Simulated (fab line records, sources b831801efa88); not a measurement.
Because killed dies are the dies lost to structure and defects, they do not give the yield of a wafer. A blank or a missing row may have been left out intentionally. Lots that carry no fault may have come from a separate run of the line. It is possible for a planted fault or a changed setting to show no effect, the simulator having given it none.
Which of the tools did it? | flow sky130 | Sampling: 13 lots, 39 wafers, 5 of 708 route steps

## WHAT EACH GAUGE READ, for each wafer
SKY_VT_ADJUST_LVTN_OVL_MEAS_07. Usual: VT_ADJUST_LVTN_OVL 1.3 nm, standard deviation 1.4.
lot  | measured     | on         | VT_ADJUST_LVTN_OVL (nm) | flag
L253 | day 7 03:16  | overlay-01 | 1.5 1.1 2.6             |
L254 | day 7 10:15  | overlay-02 | -2.3 -0.5 -0.1          |
L255 | day 7 17:51  | overlay-01 | -1.1 1.8 0.2            |
L256 | day 8 02:31  | overlay-02 | 0.0 0.2 2.8             |
L257 | day 8 09:34  | overlay-02 | 1.4 1.2 0.3             |
L261 | day 9 09:18  | overlay-01 | 0.0 3.1 2.4             |
L262 | day 9 13:53  | overlay-02 | 2.0 2.4 2.8             |
L266 | day 11 17:04 | overlay-01 | 2.2 1.3 0.4             |
L264 | day 11 18:01 | overlay-02 | -0.1 1.5 2.7            |
L265 | day 11 20:28 | overlay-01 | 1.9 1.9 3.5             |
L272 | day 12 14:06 | overlay-02 | 1.4 -0.3 0.9            |
L273 | day 13 00:48 | overlay-01 | 0.0 -0.5 1.0            |
L274 | day 13 05:55 | overlay-02 | 3.9 2.6 2.8             |

SKY_VT_ADJUST_LVTN_OVL_MEAS_18. Usual: VT_ADJUST_LVTN_01_OVL 0.4 nm, standard deviation 1.6.
lot  | measured     | on         | VT_ADJUST_LVTN_01_OVL (nm) | flag
L253 | day 7 23:07  | overlay-02 | 1.8 -0.5 0.3               |
L254 | day 8 06:23  | overlay-01 | 0.8 -0.7 -1.6              |
L255 | day 8 14:09  | overlay-02 | 2.4 0.5 0.3                |
L256 | day 8 23:49  | overlay-01 | -0.3 2.1 0.1               |
L257 | day 9 05:52  | overlay-02 | -0.4 0.3 1.3               |
L261 | day 10 07:29 | overlay-01 | 2.5 2.4 1.6                |
L262 | day 10 12:41 | overlay-02 | -0.9 1.7 2.0               |
L266 | day 12 17:11 | overlay-02 | 0.5 2.0 0.2                |
L264 | day 12 18:13 | overlay-01 | -0.1 0.1 -0.3              |
L265 | day 12 20:31 | overlay-02 | 2.5 -0.1 0.2               |
L272 | day 13 15:29 | overlay-01 | 2.0 -1.6 -0.6              |
L273 | day 14 02:33 | overlay-01 | -2.2 -1.9 -3.3             |
L274 | day 14 07:28 | overlay-02 | -0.1 0.1 0.7               |

SKY_VT_ADJUST_HVTR_OVL_MEAS_08. Usual: VT_ADJUST_HVTR_OVL 2.0 nm, standard deviation 1.2.
lot  | measured     | on         | VT_ADJUST_HVTR_OVL (nm) | flag
L253 | day 9 15:47  | overlay-01 | 3.3 0.1 2.6             |
L254 | day 10 01:31 | overlay-01 | 1.0 1.6 2.7             |
L255 | day 10 11:08 | overlay-02 | 2.8 2.6 3.4             |
L256 | day 10 19:46 | overlay-02 | 2.5 3.7 1.8             |
L257 | day 11 02:37 | overlay-02 | 1.0 1.3 3.4             |
L261 | day 12 05:49 | overlay-02 | -1.8 1.4 0.2            |
L262 | day 12 12:40 | overlay-02 | 2.3 3.3 3.2             |
L266 | day 14 20:34 | overlay-01 | 0.7 2.4 0.0             |
L264 | day 14 20:52 | overlay-02 | 3.0 3.4 2.2             |
L265 | day 14 23:49 | overlay-02 | 2.2 -0.2 2.7            |
L272 | day 15 20:25 | overlay-02 | 1.9 3.1 3.3             |
L273 | day 16 07:55 | overlay-02 | 2.4 2.9 0.4             |
L274 | day 16 14:47 | overlay-01 | 4.1 4.0 3.1             |

## WHICH TOOL RAN EACH LOT (tool, then ch and the chambers of the sampled wafers, then the start)
lot  | SKY_VT_ADJUST_NCORE_COAT_02       | SKY_VT_ADJUST_NCORE_STRIP_10
L253 | litho track-01 ch 0, day 8 09:14  | plasma asher-02 ch 0,1, day 8 18:50
L254 | litho track-04 ch 0, day 8 16:02  | plasma asher-03 ch 0,1, day 9 03:42
L255 | litho track-03 ch 0, day 9 01:25  | plasma asher-03 ch 0,1, day 9 12:11
L256 | litho track-04 ch 0, day 9 09:58  | plasma asher-04 ch 0,1, day 9 21:43
L257 | litho track-04 ch 0, day 9 15:41  | plasma asher-04 ch 0,1, day 10 03:52
L261 | litho track-04 ch 0, day 10 18:02 | plasma asher-02 ch 0,1, day 11 06:19
L262 | litho track-03 ch 0, day 11 00:31 | plasma asher-03 ch 0,1, day 11 12:17
L266 | litho track-03 ch 0, day 13 05:55 | plasma asher-04 ch 0,1, day 13 18:51
L264 | litho track-04 ch 0, day 13 06:41 | plasma asher-02 ch 0,1, day 13 19:19
L265 | litho track-03 ch 0, day 13 09:17 | plasma asher-04 ch 1, day 13 22:33
L272 | litho track-04 ch 0, day 14 04:05 | plasma asher-02 ch 0,1, day 14 16:40
L273 | litho track-01 ch 0, day 14 14:27 | plasma asher-03 ch 0,1, day 15 03:56
L274 | litho track-04 ch 0, day 14 20:16 | plasma asher-02 ch 0,1, day 15 10:50
- SKY_VT_ADJUST_NCORE_COAT_02: resist thk 1140 nm.
- SKY_VT_ADJUST_NCORE_STRIP_10: strips in O2/N2.

## WHAT THE TOOLS THEMSELVES READ (means of the sampled wafers that have a number; where no wafer has one, the mark that the record gives instead)
SKY_VT_ADJUST_NCORE_COAT_02. Usual: resist line temp C at 23.00 C, with a standard deviation of 0.1.
lot  | tool           | resist line temp C (C) | flag
L253 | litho track-01 | 22.98                  |
L254 | litho track-04 | 22.83                  |
L255 | litho track-03 | 22.89                  |
L256 | litho track-04 | 23.02                  |
L257 | litho track-04 | 22.90                  |
L261 | litho track-04 | 23.07                  |
L262 | litho track-03 | 23.02                  |
L266 | litho track-03 | 22.98                  |
L264 | litho track-04 | 22.97                  |
L265 | litho track-03 | 23.05                  |
L272 | litho track-04 | 23.01                  |
L273 | litho track-01 | 22.90                  |
L274 | litho track-04 | 23.10                  |

SKY_VT_ADJUST_NCORE_STRIP_10. Usual: drypump motor current A 6.0 A, standard deviation 0.49; o2 flow sccm 3000 sccm, standard deviation 8.4; oes product au 0.716 a.u., standard deviation 0.0042; strip time to endpoint s 14.21 s, standard deviation 0.035.
lot  | tool            | drypump motor current A (A) | o2 flow sccm (sccm) | oes product au (a.u.) | strip time to endpoint s (s) | flag
L253 | plasma asher-02 | 6.1                         | 3001                | 0.711                 | 14.19                        |
L254 | plasma asher-03 | 6.1                         | 3001                | 0.718                 | 14.25                        |
L255 | plasma asher-03 | 5.9                         | 3003                | 0.716                 | 14.18                        |
L256 | plasma asher-04 | 6.2                         | 3003                | 0.719                 | 14.18                        |
L257 | plasma asher-04 | 5.7                         | 2995                | 0.718                 | 14.17                        |
L261 | plasma asher-02 | 6.1                         | 2996                | 0.711                 | 14.21                        |
L262 | plasma asher-03 | 6.1                         | 3000                | 0.716                 | 14.22                        |
L266 | plasma asher-04 | 5.7                         | 2993                | 0.718                 | 14.62                        | OFF
L264 | plasma asher-02 | 6.1                         | 2994                | 0.717                 | 14.18                        |
L265 | plasma asher-04 | 6.7                         | 2998                | 0.717                 | 14.65                        | OFF
L272 | plasma asher-02 | 6.1                         | 2992                | 0.715                 | 14.20                        |
L273 | plasma asher-03 | 5.9                         | 2995                | 0.717                 | 14.17                        |
L274 | plasma asher-02 | 6.1                         | 2995                | 0.718                 | 14.20                        |

## THE ANSWER, worked out from the rows above alone
Rule: a lot counts as off when the mean over its wafers that have a number is more than 3 standard deviations away from the usual mean. Also off: a lot with no number at a reading for which 4 or more lots have one. Any other lot the step has rows for is counted as sound. First the gauges in route order, then the tools' own readings, where a lot's mean is used as printed above. The first step at which some lot is off is used, and at that step the reading that is off furthest; a lot without a number counts as furthest.
Off: L266, L265 (SKY_VT_ADJUST_NCORE_STRIP_10, strip time to endpoint s).
A tool fits if, at that step or a process step before it, it ran every lot that is off, and no sound lot after the first of them. Can't be told from this: 2 tools fit, litho track-03 at SKY_VT_ADJUST_NCORE_COAT_02, plasma asher-04 at SKY_VT_ADJUST_NCORE_STRIP_10.

## WHAT HAD BEEN PUT IN BY THE SIMULATOR
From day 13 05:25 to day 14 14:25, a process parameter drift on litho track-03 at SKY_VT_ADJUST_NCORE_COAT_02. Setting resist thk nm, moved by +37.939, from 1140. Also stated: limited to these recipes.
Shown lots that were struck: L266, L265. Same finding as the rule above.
